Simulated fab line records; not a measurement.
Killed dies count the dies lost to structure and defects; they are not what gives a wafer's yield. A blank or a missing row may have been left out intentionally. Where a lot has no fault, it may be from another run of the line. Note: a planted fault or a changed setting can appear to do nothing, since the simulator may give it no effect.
The tool behind it: which one? ; flow sky130 ; 36 wafers from 12 lots sampled at 3 of the route's 708 steps

WHAT THE GAUGES READ, wafer by wafer
SKY_METAL5_RS_MEAS_05: measures by four-point-probe. Usual: METAL5_ALCU_RS gives 0.02703 ohm/sq (standard deviation 0.00024).
lot;measured;on;METAL5_ALCU_RS (ohm/sq);flag
L685;day 42 23:32;filmMetro-01;0.02699 0.02683 0.02693;
L686;day 43 15:13;filmMetro-01;0.02723 0.02692 0.02703;
L687;day 43 16:42;filmMetro-03;0.0276 0.02739 0.0276;
L689;day 44 07:19;filmMetro-03;0.02702 0.02697 0.02691;
L690;day 44 19:15;filmMetro-01;0.02713 0.0272 0.02716;
L691;day 45 01:50;filmMetro-04;0.02676 0.02694 0.02679;
L692;day 45 05:34;filmMetro-01;0.02688 0.027 0.027;
L694;day 45 17:17;filmMetro-03;0.02724 0.02723 0.02699;
L696;day 46 07:55;filmMetro-04;0.02755 0.02729 0.02743;
L698;day 46 18:17;filmMetro-04;0.02685 0.02695 0.02701;
L705;day 48 13:19;filmMetro-03;0.02666 0.02691 0.02668;
L706;day 48 15:26;filmMetro-03;0.02731 0.02714 0.0271;

WHICH TOOL RAN EACH LOT (tool, then ch and the chambers of the sampled wafers, then the start)
lot;SKY_VIA1_HDPCVD_00;SKY_VIA4_CMP_21
L685;hdpcvd-01 ch 1,2, day 32 23:23;cmp-01 ch 0,2, day 42 23:07
L686;hdpcvd-01 ch 0,1, day 33 16:30;cmp-02 ch 0,3, day 43 14:42
L687;hdpcvd-01 ch 0,1,2, day 33 18:00;cmp-01 ch 0,2,3, day 43 16:14
L689;hdpcvd-02 ch 0,1, day 34 14:17;cmp-02 ch 2,3, day 44 06:51
L690;hdpcvd-02 ch 0,1, day 34 23:51;cmp-02 ch 0,1,3, day 44 18:46
L691;hdpcvd-01 ch 0,2, day 35 07:51;cmp-02 ch 0,2,3, day 45 01:22
L692;hdpcvd-02 ch 0,1,2, day 35 14:18;cmp-02 ch 1,2,3, day 45 05:12
L694;hdpcvd-01 ch 1,2, day 36 03:59;cmp-01 ch 0,1,2, day 45 16:49
L696;hdpcvd-02 ch 0,1,2, day 36 22:27;cmp-01 ch 0,1,2, day 46 07:31
L698;hdpcvd-01 ch 0,1, day 37 13:06;cmp-02 ch 0,1, day 46 17:49
L705;hdpcvd-02 ch 0,1, day 39 18:55;cmp-01 ch 0,2, day 48 12:54
L706;hdpcvd-02 ch 1,2, day 39 22:43;cmp-01 ch 1,2,3, day 48 15:02
- SKY_VIA1_HDPCVD_00: deposits SiO2, target thk 1030 nm, time 171.7 s.
- SKY_VIA4_CMP_21: polishes, stops on SiO2, t overpolish 25 s, target thk 0 nm.

AS READ BY THE TOOLS THEMSELVES (means over the sampled wafers that have a number; for cases with no such wafer, the mark the record gives instead)
SKY_VIA4_CMP_21. Usual: motorCurrentA 10.0 A, standard deviation 1.1; overpolishRunS 24.999 s, standard deviation 0.0099; timeToEndpointS 124 s, standard deviation 4.9.
lot;tool;motorCurrentA (A);overpolishRunS (s);timeToEndpointS (s);flag
L685;cmp-01;9.3;24.993;119;
L686;cmp-02;9.1;24.998;126;
L687;cmp-01;9.1;25.010;128;
L689;cmp-02;10.7;25.003;120;
L690;cmp-02;10.2;25.001;126;
L691;cmp-02;9.9;24.998;124;
L692;cmp-02;10.8;24.997;125;
L694;cmp-01;9.8;25.000;123;
L696;cmp-01;9.5;24.996;129;
L698;cmp-02;10.9;24.991;124;
L705;cmp-01;9.3;24.995;122;
L706;cmp-01;9.6;24.995;129;

THE ANSWER, worked out from the rows above alone
Rule: lot off if the mean of its wafers having a number is beyond 3 standard deviations from the usual mean. A lot without any number at a reading at which 4 lots or more have one is off too. All remaining lots with rows at the step are treated as sound. First the gauges in route order, then the tools' own readings, where a lot's mean is used as printed above. The first step at which some lot is off is used, and at that step the reading that is off furthest; a lot without a number counts as furthest.
None of the lots is off at any reading shown; this tells nothing.

WHAT THE SIMULATOR HAD PUT IN
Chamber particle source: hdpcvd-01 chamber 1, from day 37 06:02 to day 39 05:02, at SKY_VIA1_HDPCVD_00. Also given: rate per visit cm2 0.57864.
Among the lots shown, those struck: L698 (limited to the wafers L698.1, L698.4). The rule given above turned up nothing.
